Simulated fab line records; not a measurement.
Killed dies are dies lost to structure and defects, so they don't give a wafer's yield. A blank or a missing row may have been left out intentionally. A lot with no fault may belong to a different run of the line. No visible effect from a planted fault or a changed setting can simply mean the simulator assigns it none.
Struck lot and sound lot, side by side | flow sky130 | 17 out of 708 route steps
Sound: wafers L682.1, L682.4, L682.6. Struck: wafer L671.4 (left out: L671.1, L671.2 of the same lot, which were not struck); the cause appears at the end.
Each step with rows lists, per side, the tool, then ch with its chambers, then its first start. Under that, the readings that differ: sound wafers | struck wafers | difference of the means | sigmas: that difference in standard deviations of wafers without a fault.
alike: a reading whose means differ by less than 2 such deviations, as well as words and numbers matching on both sides. not compared: withheld readings; readings where some wafer has no value; bounds like >300 that might hide an equal value; numbers whose values overlap and for which the record gives no deviation.
A row with sigmas, a row that says differs or no value, or rows on one side alone: a step with any of these is where the two part. Numbers that don't overlap but have no deviation are shown without sigmas and don't part them. Lack of a reading on every wafer of one side parts them only where that side has two or more wafers.

first, 1 step without rows for these wafers: SKY_VT_ADJUST_LVTN_IMPLANT_19.
SKY_VT_ADJUST_LVTN_STRIP_20: strips in O2/N2.
  sound on plasmaAsher-03 ch 1, day 12 12:33; struck on plasmaAsher-01 ch 0, day 9 13:22
reading                  | sound             | struck | difference | sigmas
drypumpMotorCurrentA (A) | 6.4 6.4 6.4       | 5.0    | -1.4       | -3
oesProductAu (a.u.)      | 0.717 0.706 0.706 | 0.728  | +0.018     | +4
  alike: stripTimeToEndpointS
  not compared: rfHoursCounterH
SKY_VT_ADJUST_LVTN_TW_MEAS_21:
  sound on filmMetro-02, day 12 12:39; struck on filmMetro-01, day 9 13:28
  alike: VT_ADJUST_LVTN_2_TW
then, 7 steps without rows for these wafers: SKY_VT_ADJUST_NCORE_DEHYDRATE_00 (time 60 s); SKY_VT_ADJUST_NCORE_HMDS_01 (prime time 60 s); SKY_VT_ADJUST_NCORE_COAT_02 (resist thk 1140 nm); SKY_VT_ADJUST_NCORE_SOFTBAKE_03 (time 60 s); SKY_VT_ADJUST_NCORE_EXPOSE_04 (exposes mask LVTN COMPLEMENT THIN, target cd 380 nm); SKY_VT_ADJUST_NCORE_PEB_05; SKY_VT_ADJUST_NCORE_DEVELOP_06 (develop time 60 s).
SKY_VT_ADJUST_NCORE_CD_MEAS_07: target cd 380 nm.
  sound on cdSem-01, day 13 13:52; struck on cdSem-01, day 10 11:30
  alike: cdNm
SKY_VT_ADJUST_NCORE_OVL_MEAS_08:
  sound on overlay-01, day 13 13:59; struck on overlay-02, day 10 11:37
  alike: VT_ADJUST_NCORE_OVL
SKY_VT_ADJUST_NCORE_IMPLANT_09:
  sound on implanter-03 ch 0, day 13 14:01; struck on implanter-01 ch 0, day 10 11:40
reading          | sound            | struck | difference | sigmas
beamOnS (s)      | 9.65 10.07 10.43 | 12.98  | +2.93      | +13
faradayCurrentUA | 14.1 13.4 13.0   | 10.4   | -3.1       | -10
  alike: beamEnergyKeV, endStationPressureTorr
SKY_VT_ADJUST_NCORE_STRIP_10: strips in O2/N2.
  sound on plasmaAsher-03 ch 0,1, day 13 14:10; struck on plasmaAsher-04 ch 1, day 10 11:49
  alike: drypumpMotorCurrentA, oesProductAu, stripTimeToEndpointS
  not compared: rfHoursCounterH
SKY_VT_ADJUST_NCORE_TW_MEAS_11:
  sound on filmMetro-01, day 13 14:16; struck on filmMetro-01, day 10 11:55
reading            | sound             | struck | difference | sigmas
VT_ADJUST_NCORE_TW | 222.0 222.0 221.7 | 235.6  | +13.7      | +8
then, 1 step without rows for these wafers: SKY_VT_ADJUST_HVTR_DEHYDRATE_00 (time 60 s).
-- here the record skips 37 days between the struck wafers' starts before and after, leaving off in module VT_ADJUST_HVTR and picking up in module PAD_OPEN (first step shown: number 708 of the route) --
SKY_PAD_OPEN_PROBE_99:
  sound on prober-01, day 49 21:41; struck on prober-01, day 47 12:44
reading                               | sound                         | struck    | difference | sigmas
model.etest.nfet_16v.rOnOhmUm         | 1.399e+04 1.394e+04 1.395e+04 | 1.58e+04  | +1.84e+03  | 
model.etest.pfet_16v.rOnOhmUm         | 1.543e+04 1.536e+04 1.554e+04 | 1.528e+04 | -1.633e+02 | 
model.etest.pfetG5v0d10v5.rOnOhmUm    | 4682 4704 4744                | 4463      | -247       | 
model.etest.tipP.rsOhmSq              | 6886 7018 6919                | 6859      | -82        | 
model.etest.resPwellUnderGate.rsOhmSq | 2265 2291 2281                | 2224      | -55        | 
model.etest.nfetG5v0d10v5.rOnOhmUm    | 1881 1884 1895                | 1932      | +45        | 
model.etest.tip_p_5v.rsOhmSq          | 2892 2875 2885                | 2812      | -72        | 
model.etest.tip_n_5v.rsOhmSq          | 1394 1406 1400                | 1417      | +17        | 
  alike: killed_at_M0_to_M3, killed_at_M4_up, killedAtContacts, killedAtFrontEnd, killedAtOther, killedDies, killedOpen, killedShort

WHERE THEY PART
First at SKY_VT_ADJUST_LVTN_STRIP_20; last, within this record, at SKY_VT_ADJUST_NCORE_TW_MEAS_11. Later steps at which nothing parts them and some readings are alike: SKY_PAD_OPEN_PROBE_99.

WHY: the cause the simulator had injected
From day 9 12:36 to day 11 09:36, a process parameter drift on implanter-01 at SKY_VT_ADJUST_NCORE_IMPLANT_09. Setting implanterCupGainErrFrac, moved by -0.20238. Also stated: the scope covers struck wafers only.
